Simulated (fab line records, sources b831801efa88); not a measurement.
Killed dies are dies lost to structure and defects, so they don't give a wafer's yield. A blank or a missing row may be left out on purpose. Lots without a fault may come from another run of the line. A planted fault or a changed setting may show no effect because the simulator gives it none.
Split-lot experiment | flow gf180mcu | 5 lots, 23 wafers read, on a route of 602 steps

THE SPLIT
At GF_M2_METAL_ETCH_16 (etches the open film in Cl2/BCl3, stops on SiO2, target depth 627.5 nm, time 104.6 s), the setting icp_w was moved away from the recipe's 800 W on 10 of the 23 wafers read, by -10.7% to +9.2%. The other wafers ran this setting at the recipe's value.

The reading is taken at the split's own step.

THE READING
KrF_of_M2_COAT_09.thk_nm (the simulator's own value, which no gauge read), in nm, at GF_M2_METAL_ETCH_16 (etches the open film in Cl2/BCl3, stops on SiO2, target depth 627.5 nm, time 104.6 s). The file gives no usual value for it. The 13 wafers here that ran the recipe average 735.3 nm, standard deviation 5.7 nm.

wafer  | tool, chamber at the split | icp_w as run, W | against the recipe | KrF_of_M2_COAT_09.thk_nm, nm | against lot-mates on the recipe
L075.1 | rie_metal-03, 1            | 842.9           | +5.4%              | 724.2                        | -14.0
L075.2 | rie_metal-03, 1            | 842.9           | +5.4%              | 725.1                        | -13.1
L075.3 | rie_metal-03, 1            | 800             | recipe             | 738.6                        | -
L075.5 | rie_metal-03, 1            | 842.9           | +5.4%              | 724.6                        | -13.6
L075.6 | rie_metal-03, 1            | 800             | recipe             | 737.9                        | -
L077.1 | rie_metal-02, 0            | 800             | recipe             | 740.9                        | -
L077.2 | rie_metal-02, 1            | 800             | recipe             | 739.8                        | -
L077.5 | rie_metal-02, 0            | 800             | recipe             | 745.1                        | -
L082.1 | rie_metal-03, 0            | 873.2           | +9.2%              | 708.7                        | -20.2
L082.2 | rie_metal-03, 0            | 800             | recipe             | 731                          | -
L082.4 | rie_metal-03, 0            | 800             | recipe             | 731.2                        | -
L082.5 | rie_metal-03, 0            | 800             | recipe             | 724.6                        | -
L082.6 | rie_metal-03, 0            | 873.2           | +9.2%              | 708.8                        | -20.1
L083.1 | rie_metal-03, 0            | 753             | -5.9%              | 744.3                        | +12.9
L083.2 | rie_metal-03, 0            | 800             | recipe             | 729.9                        | -
L083.3 | rie_metal-03, 0            | 753             | -5.9%              | 743.8                        | +12.4
L083.5 | rie_metal-03, 0            | 800             | recipe             | 730.8                        | -
L083.6 | rie_metal-03, 0            | 800             | recipe             | 733.5                        | -
L084.1 | rie_metal-03, 0            | 800             | recipe             | 733.2                        | -
L084.3 | rie_metal-03, 0            | 714.1           | -10.7%             | 754.2                        | +16.3
L084.4 | rie_metal-03, 1            | 714.1           | -10.7%             | 765.8                        | +27.9
L084.5 | rie_metal-03, 1            | 800             | recipe             | 742.6                        | -
L084.6 | rie_metal-03, 0            | 714.1           | -10.7%             | 753.9                        | +16.0

THE FIT
A straight line over all 23 wafers: KrF_of_M2_COAT_09.thk_nm changes by -2.24 nm for each +1% of icp_w; r = -0.92; the points scatter about the line by 5.4 nm.
The same after taking each lot's own level away (the mean of its wafers on the recipe; 23 wafers): -2.08 nm for each +1%; r = -0.96; scatter 3.2 nm.
On that fit, the largest move of icp_w shifts the reading by 22 nm.
The lots' own levels span 728.93 to 741.93 nm, that is 2.3 times the standard deviation above.
So the lot-to-lot level changes the slope little: the two slopes agree.
Check: with one of the wafers moved furthest among these (-10.7%) left out of the fit, the line predicts +23 nm for it against its lot-mates. It came out at +16.3 nm against them.

OTHER SPLITS ON THESE WAFERS
These wafers also went through other splits before the reading. Each is held against what the fit with the lots' levels taken away leaves over:
other split on the same wafers | wafers away from the commonest value | r with KrF_of_M2_COAT_09.thk_nm (lot level and that fit taken away)
GF_M2_EXPOSE_11 dose_mj        | 8                                    | +0.26

THE WHOLE CHAIN: every reading that the file lists as answering this split, in the file's order
step                | what it does                                                                         | reading                                                                   | change (the file's fit)              | r (the file's)
GF_M2_METAL_ETCH_16 | etches the open film in Cl2/BCl3, stops on SiO2, target depth 627.5 nm, time 104.6 s | KrF_of_M2_COAT_09.thk_nm (the simulator's own value, which no gauge read) | -2.09 nm for each +1% of the setting | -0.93
GF_M2_STRIP_17      | strips in O2/N2                                                                      | strip_time_to_endpoint_s                                                  | withheld for each +1% of the setting | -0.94

THE FILE'S OWN FIT
KrF_of_M2_COAT_09.thk_nm changes by -2.09 nm for each +1% of icp_w, r = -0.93.
